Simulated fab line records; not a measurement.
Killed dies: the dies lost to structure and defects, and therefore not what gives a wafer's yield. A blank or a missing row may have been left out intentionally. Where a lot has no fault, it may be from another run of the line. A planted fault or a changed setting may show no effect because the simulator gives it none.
Chamber matching ; flow sky130 ; 4 sister chambers for SKY_LI_CONTACT_CMP_02 on cmp-02
The step polishes PSG. 15 wafers are shown with their chamber, then 7 later ones without.

WAFERS, EACH WITH ITS CHAMBER
wafer;chamber;motor-current-A (A);head-pressure-psi (psi);edge-zone-pressure-frac
L177.1;0;10.7;3.992;1.002
L177.4;3;12.0;4.004;1.001
L177.5;1;12.5;4.011;0.989
L178.3;0;10.4;3.998;1.001
L178.4;2;11.9;3.993;0.995
L178.5;2;11.4;4.013;1.001
L179.3;2;11.6;4.010;1.006
L179.4;0;10.6;4.005;1.009
L179.6;2;11.5;4.000;0.998
L180.1;1;12.2;4.007;1.003
L180.4;0;10.6;4.002;1.006
L180.6;2;12.1;4.002;1.000
L191.1;2;11.5;4.003;1.002
L191.3;3;12.7;4.012;1.003
L195.1;0;10.3;4.002;1.001

SIGNATURES (averages over the wafers above)
reading;chamber 0;chamber 1;chamber 2;chamber 3;scatter within a chamber
motor-current-A;10.520;12.350;11.667;12.350;0.265
head-pressure-psi;3.99980;4.00900;4.00350;4.00800;0.00602
edge-zone-pressure-frac;1.00380;0.99600;1.00033;1.00200;0.00447
Rule: for a wafer and a chamber, the distance is found by dividing, reading by reading, the gap between the wafer's reading and the chamber's mean by the reading's scatter, squaring, summing and taking the root. If the next closest chamber is less than 2 further off than the closest, the wafer can't be placed; otherwise it belongs to the closest. The scatter is the square root of a quotient: the sum, over the shown wafers, of each reading's squared deviation from its chamber's mean, divided by wafers minus chambers.

WAFERS MISSING THEIR CHAMBER
wafer;motor-current-A (A);head-pressure-psi (psi);edge-zone-pressure-frac
L195.3;12.3;3.999;0.997
L198.4;12.1;3.985;1.003
L198.5;10.1;4.000;0.991
L198.6;12.1;3.993;1.002
L199.2;10.9;3.996;1.006
L199.4;12.7;4.009;0.998
L199.6;12.6;4.013;1.003

WHICH CHAMBER EACH ONE RAN IN
wafer;from the rows above;in truth
L195.3;can't be placed: 1 or 3 or 2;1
L198.4;can't be placed: 2 or 3 or 1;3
L198.5;0;0
L198.6;can't be placed: 2 or 3 or 1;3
L199.2;can't be placed: 0 or 2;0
L199.4;can't be placed: 1 or 3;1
L199.6;can't be placed: 3 or 1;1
Placed correctly: 1 of 7. Can't be placed from these rows: 6 (the true chamber is among the candidates in 6). Placed wrongly: 0.
